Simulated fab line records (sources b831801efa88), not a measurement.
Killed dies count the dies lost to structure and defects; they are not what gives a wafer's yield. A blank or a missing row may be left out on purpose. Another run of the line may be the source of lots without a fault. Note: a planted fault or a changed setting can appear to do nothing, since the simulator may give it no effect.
A struck lot beside a sound one :: flow gf180mcu :: 13 out of 602 route steps
Sound: wafers L152.2, L152.3, L152.5. Wafers struck: L142.1, L142.3, L142.5. The cause is given at the end.
For every step that has rows: the tool of each side, followed by ch and its chambers, followed by its first start. Under that, the readings that differ: sound wafers :: struck wafers :: difference of the means :: sigmas: that difference in standard deviations of wafers without a fault.
alike: a reading whose means differ by less than 2 such deviations, as well as words and numbers matching on both sides. not compared: withheld readings; readings where some wafer has no value; bounds like >300 that might hide an equal value; numbers whose values overlap and for which the record gives no deviation.
A row with sigmas, a row that says differs or no value, or rows on one side alone: a step with any of these is where the two part. Non-overlapping numbers with no deviation appear without sigmas and do not part them. A reading missing from all wafers of one side parts the sides only when that side holds two or more wafers.

first, 5 steps without rows for these wafers: GF_STI_WET_ETCH_17 (etches Si3N4 in H3PO4, target depth 45 nm, time 514 s); GF_STI_CLEAN_18 (cleans in SC1/SC2, time 150 s); GF_STI_CLEAN_19 (cleans in dHF, time 20 s); GF_STI_WET_ETCH_20 (etches SiO2 in dHF, target depth 20 nm, time 400 s); GF_STI_OXIDATION_21 (stabilise 600 s, purge 300 s, target thk 15 nm).
GF_STI_THK_MEAS_22:
  sound on filmMetro-04, day 6 04:19; struck on filmMetro-02, day 4 01:40
  alike: STI_OXIDATION_01_THK
then, 1 step without rows for these wafers: GF_STI_CVD_23 (deposits SiO2, target thk 650 nm, time 108.3 s).
GF_STI_THK_MEAS_24:
  sound on filmMetro-01, day 6 04:27; struck on filmMetro-04, day 4 01:47
  alike: STI_CVD_23_THK
GF_STI_CMP_25: polishes, stops on Si3N4, t overpolish 33 s, target thk 524.6 nm.
  sound on cmp-01 ch 0,2,3, day 6 04:30; struck on cmp-01 ch 1,2,3, day 4 01:51
reading: overpolishRunS (s)
sound: 32.980 33.000 32.988
struck: 33.002 33.010 33.018
difference: +0.021
sigmas: +2
  alike: motorCurrentA, slurryFlowMlMin, timeToEndpointS
then, 3 steps without rows for these wafers: GF_STI_WET_ETCH_26 (etches SiO2 in dHF, target depth 94 nm, time 188 s); GF_STI_WET_ETCH_27 (etches Si3N4 in H3PO4, target depth 160 nm, time 1825 s); GF_STI_WET_ETCH_28 (etches SiO2 in dHF, target depth 20 nm, time 40 s).
GF_STI_OXIDATION_29: stabilise 600 s, purge 300 s, target thk 10 nm.
  struck on furnace-02, day 4 03:13; sound on furnace-01 ch 0, day 6 06:31
  no value came back on the struck wafers for any of 5 readings (oxTempC (C), oxTempCMax and others); on the sound wafers oxTempC (C) reads 900.0 899.1 899.5

## WHERE THEY PART
First at GF_STI_CMP_25; last, within this record, at GF_STI_OXIDATION_29.

WHY: whatever the simulator had introduced
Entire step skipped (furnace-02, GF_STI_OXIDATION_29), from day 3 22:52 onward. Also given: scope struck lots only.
